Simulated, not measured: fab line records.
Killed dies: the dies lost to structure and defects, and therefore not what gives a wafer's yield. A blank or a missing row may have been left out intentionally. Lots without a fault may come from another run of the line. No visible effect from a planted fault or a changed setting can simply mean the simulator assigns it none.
A lot that was struck, set against a sound lot / flow sky130 / 31 steps out of a route of 708
Sound: wafers L214.3, L214.4, L214.5. Struck: wafers L229.1, L229.3, L229.4. At the end, the cause is stated.
Per side, at each step with rows, come the tool, then ch with its chambers, and then its first start. Under that, the readings that differ: sound wafers / struck wafers / difference of the means / sigmas: that difference in standard deviations of wafers without a fault.
alike: a reading whose means differ by less than 2 such deviations, as well as words and numbers matching on both sides. not compared: withheld readings; readings where some wafer has no value; bounds like >300 that might hide an equal value; numbers whose values overlap and for which the record gives no deviation.
Wherever a step has rows on one side only, a row that says differs or no value, or a row with sigmas, the two part there. Non-overlapping numbers with no deviation appear without sigmas and do not part them. Lack of a reading on every wafer of one side parts them only where that side has two or more wafers.

first, 4 steps without rows for these wafers: SKY_LOCAL_INTERCONNECT_SOFTBAKE_07 (time 90 s); SKY_LOCAL_INTERCONNECT_EXPOSE_08 (exposes mask LI1M, target cd 170 nm); SKY_LOCAL_INTERCONNECT_PEB_09; SKY_LOCAL_INTERCONNECT_DEVELOP_10 (develop time 60 s).
SKY_LOCAL_INTERCONNECT_CD_MEAS_11 targets a cd of 170 nm.
  struck on cd_sem-01, day 35 22:17; sound on cd_sem-01, day 30 10:41
  alike: cd_nm
SKY_LOCAL_INTERCONNECT_OVL_MEAS_12:
  struck on overlay-01, day 35 22:25; sound on overlay-01, day 30 10:46
  alike: LOCAL_INTERCONNECT_OVL
SKY_LOCAL_INTERCONNECT_ETCH_13: etches BARC in N2/H2, stops on SiO2, time 45.9 s, target depth 60 nm.
  sound on rie_metal-01 ch 0,1, day 30 10:49; struck on rie_metal-02 ch 0,1, day 35 22:26
  alike: drypump_motor_current_A, oes_product_au, throttle_valve_pct
  not compared: rf_hours_counter_h
then, 1 step without rows for these wafers: SKY_LOCAL_INTERCONNECT_METAL_ETCH_14 (etches TiN in Cl2/BCl3, stops on PSG, target depth 110 nm, time 31.4 s).
SKY_LOCAL_INTERCONNECT_STRIP_15: strips in O2/N2.
  sound on plasma_asher-01 ch 0,1, day 30 10:56; struck on plasma_asher-04 ch 0,1, day 35 22:34
reading=strip_time_to_endpoint_s (s); sound=4.681 4.664 4.691; struck=4.756 4.729 4.724; difference=+0.058; sigmas=+3
  alike: drypump_motor_current_A, oes_product_au
  not compared: rf_hours_counter_h
then, 3 steps without rows for these wafers: SKY_LOCAL_INTERCONNECT_STRIP_16 (strips in post etch residue remover, time 1200 s); SKY_LOCAL_INTERCONNECT_CLEAN_17 (cleans in IPA, time 180 s); SKY_LOCAL_INTERCONNECT_CLEAN_18 (cleans in O3/DIW).
SKY_CONTACT_CVD_00: deposits Si3N4, target thk 75 nm.
  sound on pecvd-02 ch 0,1,2, day 30 11:30; struck on pecvd-03 ch 0,2, day 35 23:15
reading=model.Si3N4_of_CONTACT_CVD_00.thk_nm (nm); sound=75.01 76.79 76.46; struck=89.6 91.41 90.04; difference=+14.3; sigmas=
  alike: heater_power_w
SKY_CONTACT_THK_MEAS_01:
  struck on film_metro-02, day 35 23:31; sound on film_metro-02, day 30 11:33
reading=CONTACT_CVD_00_THK (nm); sound=74.9 76.8 76.5; struck=89.6 91.5 90.0; difference=+14.3; sigmas=+12
  not compared: hold
SKY_CONTACT_THK_MEAS_03:
  struck on film_metro-04, day 36 08:00; sound on film_metro-04, day 30 11:41
  alike: CONTACT_HDPCVD_THK
SKY_CONTACT_CMP_04: polishes SiO2.
  sound on cmp-02 ch 1,3, day 30 11:43; struck on cmp-01 ch 0,1,2, day 36 08:04
  alike: motor_current_A
SKY_CONTACT_BOW_MEAS_05:
  struck on film_metro-04, day 36 08:22; sound on film_metro-02, day 30 12:04
  alike: CONTACT_BOW
then, 8 steps without rows for these wafers: SKY_CONTACT_DEHYDRATE_06 (time 60 s); SKY_CONTACT_HMDS_07 (prime time 60 s); SKY_CONTACT_COAT_08 (resist thk 60 nm); SKY_CONTACT_COAT_09 (resist thk 444.6 nm); SKY_CONTACT_SOFTBAKE_10 (time 90 s); SKY_CONTACT_EXPOSE_11 (exposes mask CTM1, target cd 170 nm); SKY_CONTACT_PEB_12; SKY_CONTACT_DEVELOP_13 (develop time 60 s).
SKY_CONTACT_CD_MEAS_14 targets a cd of 170 nm.
  struck on cd_sem-01, day 37 02:05; sound on cd_sem-01, day 31 15:34
  alike: cd_nm
SKY_CONTACT_OVL_MEAS_15:
  struck on overlay-02, day 37 02:13; sound on overlay-01, day 31 15:40
  alike: CONTACT_OVL
SKY_CONTACT_ETCH_16: etches BARC in N2/H2, stops on SiO2, time 45.9 s, target depth 60 nm.
  sound on rie_diel-02 ch 2,3, day 31 15:41; struck on rie_diel-04 ch 0,1,3, day 37 02:14
reading=drypump_motor_current_A (A); sound=5.1 5.5 5.1; struck=6.0 6.0 6.1; difference=+0.8; sigmas=+2
  alike: oes_product_au, throttle_valve_pct
  not compared: rf_hours_counter_h
then, 1 step without rows for these wafers: SKY_CONTACT_ETCH_17 (etches SiO2 in C4F8/O2/Ar, stops on Si3N4, target depth 340 nm).
SKY_CONTACT_ETCH_18: etches Si3N4 in CHF3/O2, stops on TiN, time 39 s, target depth 75 nm.
  sound: rie_diel-02 ch 2,3; struck: rie_diel-04 ch 0,1,3
reading=drypump_motor_current_A (A); sound=5.0 5.5 5.0; struck=6.0 6.0 6.1; difference=+0.9; sigmas=+2
reading=oes_product_au (a.u.); sound=0.854 0.865 0.868; struck=0.943 0.955 0.951; difference=+0.087; sigmas=+10
reading=model.etch.depth_nm (nm); sound=75.01 76.79 76.46; struck=89.6 91.41 90.04; difference=+14.3; sigmas=
  alike: throttle_valve_pct
  not compared: rf_hours_counter_h
SKY_CONTACT_STRIP_19: strips in O2/N2.
  sound on plasma_asher-04 ch 0,1, day 31 15:51; struck on plasma_asher-04 ch 0,1, day 37 02:22
  alike: drypump_motor_current_A, oes_product_au, strip_time_to_endpoint_s
  not compared: rf_hours_counter_h

## WHERE THEY PART
Last at SKY_CONTACT_ETCH_18 as far as this record goes, first at SKY_LOCAL_INTERCONNECT_STRIP_15. Later steps at which nothing parts them and some readings are alike: SKY_CONTACT_STRIP_19.

WHY: what had been put in by the simulator
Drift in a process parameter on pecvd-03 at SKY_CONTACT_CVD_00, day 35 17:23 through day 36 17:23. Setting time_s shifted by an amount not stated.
